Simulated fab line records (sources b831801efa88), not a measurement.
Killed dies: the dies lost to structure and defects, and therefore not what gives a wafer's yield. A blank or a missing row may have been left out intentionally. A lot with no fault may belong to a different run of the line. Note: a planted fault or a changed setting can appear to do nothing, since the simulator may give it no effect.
The tool behind it: which one? | flow gf180mcu | Sampling: 7 lots, 21 wafers, 2 of 602 route steps

## WHAT THE GAUGES READ, wafer by wafer
GF_DUAL_GATE_THK_MEAS_03.
lot  | measured     | on            | DUAL_GATE_OXIDATION_00_THK (nm)
L161 | day 8 22:37  | film_metro-04 | 11.41 11.23 11.44
L167 | day 10 00:27 | film_metro-04 | 10.91 10.80 10.97
L168 | day 10 05:28 | film_metro-04 | 11.14 11.18 11.00
L170 | day 10 19:53 | film_metro-04 | 18.06 17.83 17.81
L172 | day 11 06:30 | film_metro-04 | 10.93 11.04 11.04
L177 | day 12 13:58 | film_metro-01 | 17.46 17.37 17.11
L181 | day 13 14:28 | film_metro-01 | 10.82 10.82 10.82

## TOOL THAT RAN EACH LOT (tool first, then ch and the chambers of the sampled wafers, then the start)
lot  | GF_DUAL_GATE_OXIDATION_02
L161 | furnace-02 ch 0, day 8 21:09
L167 | furnace-01 ch 0, day 9 23:01
L168 | furnace-02 ch 0, day 10 04:02
L170 | furnace-02 ch 0, day 10 15:52
L172 | furnace-02 ch 0, day 11 05:03
L177 | furnace-02 ch 0, day 12 09:52 and furnace-01 ch 0, day 12 12:31
L181 | furnace-01 ch 0, day 13 13:01
- GF_DUAL_GATE_OXIDATION_02: stabilise 600 s, purge 300 s, target thk 10.887 nm.

## THE ANSWER, worked out from the rows above alone
Rule: what is usual is taken from the lots themselves. The widest of any qualifying gaps counts: lots, ordered by their means at a reading, are off when they make up no more than a third of the lots, leave a main group of 4 or more, and stand apart from it by 3 or more times the standard deviation of that group's means. A main group whose means are all the same, to the digits that the tables above print for the reading, isn't used. Also off: a lot with no number at a reading for which 4 or more lots have one. The other lots that the step has rows for count as sound.
Off: L170, L177, at GF_DUAL_GATE_THK_MEAS_03 (DUAL_GATE_OXIDATION_00_THK). For the main group the mean is 11.04 nm and the standard deviation 0.19.
If a tool, at a process step before that reading, ran all the lots that are off and no sound lot after the first of them, it fits. Gauges at GF_DUAL_GATE_THK_MEAS_03: tried the same way as those tools. No candidate that was tried fits.

## WHAT WAS PUT IN BY THE SIMULATOR
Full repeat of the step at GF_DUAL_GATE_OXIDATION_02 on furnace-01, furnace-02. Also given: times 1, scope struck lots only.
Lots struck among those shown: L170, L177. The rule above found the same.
